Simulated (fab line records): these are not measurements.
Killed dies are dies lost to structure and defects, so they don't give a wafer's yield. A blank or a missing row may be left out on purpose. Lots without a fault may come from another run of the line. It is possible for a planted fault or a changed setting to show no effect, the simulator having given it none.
Chamber matching :: flow sky130 :: cmp-02 running SKY_VIA4_CMP_21: 4 sister chambers
The step polishes, stops on SiO2, t overpolish 25 s, target thk 0 nm. 8 wafers are shown with their chamber, then 8 later ones without.

== EACH WAFER AND ITS CHAMBER ==
wafer: L174.4
chamber: 0
motor-current-A (A): 11.0
time-to-endpoint-s (s): 118

wafer: L178.5
chamber: 3
motor-current-A (A): 11.0
time-to-endpoint-s (s): 127

wafer: L181.4
chamber: 3
motor-current-A (A): 11.7
time-to-endpoint-s (s): 125

wafer: L181.6
chamber: 0
motor-current-A (A): 11.1
time-to-endpoint-s (s): 121

wafer: L186.1
chamber: 2
motor-current-A (A): 11.4
time-to-endpoint-s (s): 116

wafer: L186.5
chamber: 2
motor-current-A (A): 11.5
time-to-endpoint-s (s): 119

wafer: L186.6
chamber: 1
motor-current-A (A): 8.5
time-to-endpoint-s (s): 124

wafer: L187.2
chamber: 1
motor-current-A (A): 9.1
time-to-endpoint-s (s): 119

== WAFERS WHOSE CHAMBER IS MISSING ==
wafer: L187.4
motor-current-A (A): 11.3
time-to-endpoint-s (s): 119

wafer: L187.5
motor-current-A (A): 8.8
time-to-endpoint-s (s): 116

wafer: L190.1
motor-current-A (A): 10.7
time-to-endpoint-s (s): 118

wafer: L190.3
motor-current-A (A): 10.8
time-to-endpoint-s (s): 123

wafer: L190.5
motor-current-A (A): 11.5
time-to-endpoint-s (s): 119

wafer: L194.1
motor-current-A (A): 11.2
time-to-endpoint-s (s): 126

wafer: L194.2
motor-current-A (A): 10.8
time-to-endpoint-s (s): 115

wafer: L194.5
motor-current-A (A): 11.4
time-to-endpoint-s (s): 125

== THE CHAMBER EACH PASSED THROUGH ==
wafer: L187.4
from the rows above: can't be placed: 2 or 0
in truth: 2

wafer: L187.5
from the rows above: 1
in truth: 1

wafer: L190.1
from the rows above: can't be placed: 0 or 2
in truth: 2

wafer: L190.3
from the rows above: can't be placed: 0 or 3 or 2
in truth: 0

wafer: L190.5
from the rows above: can't be placed: 2 or 0
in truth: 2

wafer: L194.1
from the rows above: 3
in truth: 3

wafer: L194.2
from the rows above: can't be placed: 0 or 2
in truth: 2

wafer: L194.5
from the rows above: 3
in truth: 3
Correct placement for 3 of the 8. Cannot be placed on the basis of these rows: 5; the candidates contain the true chamber in 5. Number placed wrongly: 0.
How it was worked out, from the rows above alone: a wafer's distance from a chamber is the root of the sum, over the readings, of the square of ((its reading less the chamber's mean) divided by the reading's scatter). If the next closest chamber is less than 2 further off than the closest, the wafer can't be placed; otherwise it belongs to the closest. A chamber's mean is the mean of its shown wafers. The scatter: the root of (the sum of the squares of (reading less its chamber's mean) over the shown wafers, divided by (wafers less chambers)).
